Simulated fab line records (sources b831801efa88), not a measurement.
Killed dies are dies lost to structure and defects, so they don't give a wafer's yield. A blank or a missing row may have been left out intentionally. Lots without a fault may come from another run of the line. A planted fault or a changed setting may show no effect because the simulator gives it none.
The same fault as seen by 2 desks -- flow sky130 -- only its own numbers are on each desk; what lay behind them is given at the end

## FOR THE TOOL OWNER'S DESK: litho track-04
The tool's own readings at SKY_LDD_LDN_DEVELOP_06 (develop time 60 s): means of the sampled wafers that have a number, for each lot that ran on this tool. The brackets show how far a lot's mean lies from the usual mean; more than 4 standard deviations puts the lot out of limits, marked OUT.
Columns: A = developer temp C at SKY_LDD_LDN_DEVELOP_06, usual 23.02 C
lot,first seen here,A
L236,day 24 07:02,23.08
L238,day 25 06:14,23.10
L240,day 25 20:52,23.15
L241,day 26 06:53,22.07 (-9.5) OUT
L242,day 27 01:35,22.10 (-9.2) OUT
L250,day 29 22:16,23.04
L254,day 30 22:26,23.04
L255,day 31 06:04,23.07
L257,day 31 17:19,22.93
This desk finds L241, L242 out of limits, L241 being first, at day 26 06:53 (developer temp C at SKY_LDD_LDN_DEVELOP_06). L236, L238, L240, L250, L254, L255, L257 stayed within limits.

## THE METROLOGY DESK
What the gauges read for every lot (on any tool): the sampled wafers with a number, averaged. The brackets show how far a lot's mean lies from the usual mean; more than 4 standard deviations puts the lot out of limits, marked OUT.
Columns: A = cd nm at SKY_LDD_P_CD_MEAS_07, usual 379.5 nm; B = LDD_HVN_TW at SKY_LDD_HVN_TW_MEAS_10, usual 1437; C = LDD_HVP_OVL at SKY_LDD_HVP_OVL_MEAS_07, usual 1.2 nm
lot,first seen here,A,B,C
L234,day 19 19:21,380.9,1452,0.9
L236,day 20 10:12,376.6,1449,0.7
L235,day 20 10:29,379.6,1418,0.7
L237,day 20 23:00,378.5,1442,2.2
L238,day 21 09:10,382.1,1437,1.6
L240,day 21 23:17,379.9,1448,1.6
L241,day 22 08:49,379.8,1438,-0.4
L242,day 23 04:06,380.0,1447,0.4
L246,day 24 15:45,376.8,1414,0.9
L250,day 26 01:59,378.2,1438,2.8
L252,day 26 11:20,380.6,1442,0.1
L254,day 27 03:13,381.7,1447,2.3
L255,day 27 10:43,377.9,1445,2.9
L257,day 27 21:44,379.0,1438,1.7
Finding of this desk: none of the 14 lots has anything out of limits.

## TAKEN TOGETHER
The tool owner's desk could have raised an alarm at day 26 06:53, on L241, L242.
At the metrology desk, nothing out of limits was observed.
The metrology desk has L241, L242 on record, within its limits.
SKY_LDD_LDN_DEVELOP_06 was run on litho track-04 by each of the lots named.

## WHAT THE SIMULATOR HAD INSERTED
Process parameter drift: litho track-04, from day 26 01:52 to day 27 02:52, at SKY_LDD_LDN_DEVELOP_06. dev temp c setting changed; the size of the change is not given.
Struck lots among those shown: L241, L242.
Time in hours from fault onset to the first out-of-limits reading at each desk: the tool owner's desk, 5.
